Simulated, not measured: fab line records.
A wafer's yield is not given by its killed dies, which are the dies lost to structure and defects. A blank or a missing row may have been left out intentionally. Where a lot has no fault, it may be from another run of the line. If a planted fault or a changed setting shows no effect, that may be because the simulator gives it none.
fab line records | flow sfqLine
record lots=14 wafers=42 lastDay=96
route steps=325 shown I1@85
lots with no fault: from the same line, run without faults
startH: the number of hours between the record's first day and the start of the first shown wafer of the lot | waitH: hours since the lot's step before | " unchanged from the row above | L1.1+2: several wafers, shown together as one row | - no value, or no start given | * or withheld: withheld | < > ~ a bound
route shown NAME@n: NAME is a module with steps in the file, n the number in the route of the first one | usual: average and standard deviation across the fault-free wafers | same: alike in all rows | chamber/n: place in a boat | sites: the reading at each site | _std_site: the values' standard deviation | _edge_site: outer sites' mean less inner sites' | radiusMm: for every site, how far away it sits from the centre of the wafer | mask NAME#n: copy n | behind: the last tool/chamber to shape the wafer | hold: reason for holding the lot/hours on hold/outcome of the hold | device: the n, p or np transistor that did not switch | end of line: at the end of the route, the tests of the same wafers | a step without rows: its recipe alone | killed: the dies lost at the first sort to structure and to defects; this is not the yield of the wafer | map: a wafer's dies, marking killed ones x, the rest . and places with no die _
set.NAME: setting as actually run; set.NAME@STEP: the setting as run at that earlier step | model.NAME: the simulator's own value behind a step, which no gauge read
route steps across a sampled set of lots; one table per step, one row per wafer
services: from which hour (startH, from the record's first day; less than 0 if before it) a tool's chamber was out of use, for how many hours, and why
## steps
# step SFQ_TRILAYER_I1_VIA_ETCH_VIA_ETCH_052
# recipe target=SiO2 stopOn=Nb maskMaterial=PR taperDeg=20 chemistry=CHF3 targetDepthNm=260 sourceW=500 biasW=80 pressureMtorr=30 timeS=withheld
# usual drypumpMotorCurrentA=6.0/0.35 oesProductAu=0.855/0.0055 rfFwdPowerW=498.2/1.6
# columns lot.wafer tool chamber startH waitH drypumpMotorCurrentA oesProductAu rfFwdPowerW
L442.1 rieDiel-01 2 719.61 0.0 6.1 0.861 497.5
L442.5 " 0 " " 5.5 0.857 496.7
L442.6 " 1 " " 6.0 0.851 497.8
L443.1 rieDiel-03 0 728.01 0.0 6.4 0.850 495.9
L443.5 " 1 " " 5.5 0.853 498.0
L443.6 " 0 " " 6.4 0.855 499.2
L444.2 rieDiel-01 2 747.33 0.0 6.1 0.855 500.6
L444.3 " 3 " " 5.3 0.852 498.1
L444.4 " 0 " " 5.4 0.852 499.3
L445.1 rieDiel-01 1 758.61 0.0 5.9 0.855 495.0
L445.2 " 0 " " 5.4 0.840 496.2
L445.5 " 0 " " 5.4 0.853 495.2
L449.1 rieDiel-02 3 815.04 0.0 6.4 0.856 419.8
L449.5 " 0 " " 6.1 0.862 420.6
L449.6 " 1 " " 5.7 0.858 419.5
L451.1 rieDiel-02 3 829.44 0.0 6.4 0.854 417.7
L451.4 " 0 " " 6.1 0.852 418.7
L451.6 " 3 " " 6.3 0.853 417.9
L456.4 rieDiel-03 1 862.15 0.0 5.5 0.861 499.7
L456.5 " 1 " " 5.5 0.848 498.5
L456.6 " 0 " " 6.4 0.856 494.9
L458.1 rieDiel-02 0 887.47 0.0 6.1 0.853 498.1
L458.2 " 1 " " 5.7 0.857 496.8
L458.4 " 3 " " 6.4 0.860 498.2
L459.1 rieDiel-02 1 898.27 0.0 5.7 0.855 498.2
L459.2 " 0 " " 6.1 0.857 498.1
L459.6 " 0 " " 6.1 0.854 497.7
L461.1 rieDiel-02 0 919.34 0.0 6.1 0.858 497.3
L461.3 " 2 " " 6.3 0.855 497.6
L461.6 " 3 " " 6.4 0.864 499.5
L462.3 rieDiel-01 2 927.34 0.0 6.2 0.866 499.9
L462.5 " 2 " " 6.1 0.854 499.8
L462.6 " 1 " " 6.0 0.864 494.9
L463.2 rieDiel-02 2 936.94 0.0 6.3 0.848 497.5
L463.4 " 1 " " 5.7 0.857 499.2
L463.6 " 2 " " 6.2 0.860 496.9
L464.4 rieDiel-02 1 944.14 0.0 5.7 0.852 498.4
L464.5 " 3 " " 6.3 0.861 498.4
L464.6 " 2 " " 6.3 0.853 496.3
L465.2 rieDiel-03 0 949.06 0.0 6.4 0.851 498.9
L465.5 " 2 " " 6.5 0.861 496.2
L465.6 " 3 " " 6.2 0.852 500.4
## services
# columns tool chamber startH hours kind
rieDiel-01 1 710.87 6.5 repair
rieDiel-03 1 715.28 4.1 repair
rieDiel-02 0 736.79 8.1 repair
rieDiel-02 - 744.42 2.5 repair
rieDiel-01 2 753.93 - clean
rieDiel-01 2 753.93 18.2 scheduledDown
rieDiel-01 2 753.93 18.2 ventCycle
rieDiel-03 - 767.91 0.8 repair
rieDiel-01 1 798.26 7.2 repair
rieDiel-02 2 814.46 - clean
rieDiel-02 2 814.46 28.4 scheduledDown
rieDiel-02 2 814.46 28.4 ventCycle
rieDiel-03 2 835.51 - clean
rieDiel-03 2 835.51 21.6 scheduledDown
rieDiel-03 2 835.51 21.6 ventCycle
rieDiel-02 0 860.60 1.9 repair
rieDiel-03 1 877.06 23.6 repair
rieDiel-03 3 904.35 8.3 repair
## key
firstSign step=SFQ_TRILAYER_I1_VIA_ETCH_VIA_ETCH_052 reading=rfFwdPowerW direction=down sigmas=50 usual=498.2 struck=419.0
effect none on later readings
metAt SFQ_TRILAYER_I1_VIA_ETCH_VIA_ETCH_052
struckLots L449,L451
fault kind=processParameterDrift tool=rieDiel-02 chamber=- onsetH=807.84 steps=SFQ_TRILAYER_I1_VIA_ETCH_VIA_ETCH_052 channel=sourceW offset=-80 shape=step endH=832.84 actsIn=theseRecipesOnly stated=500
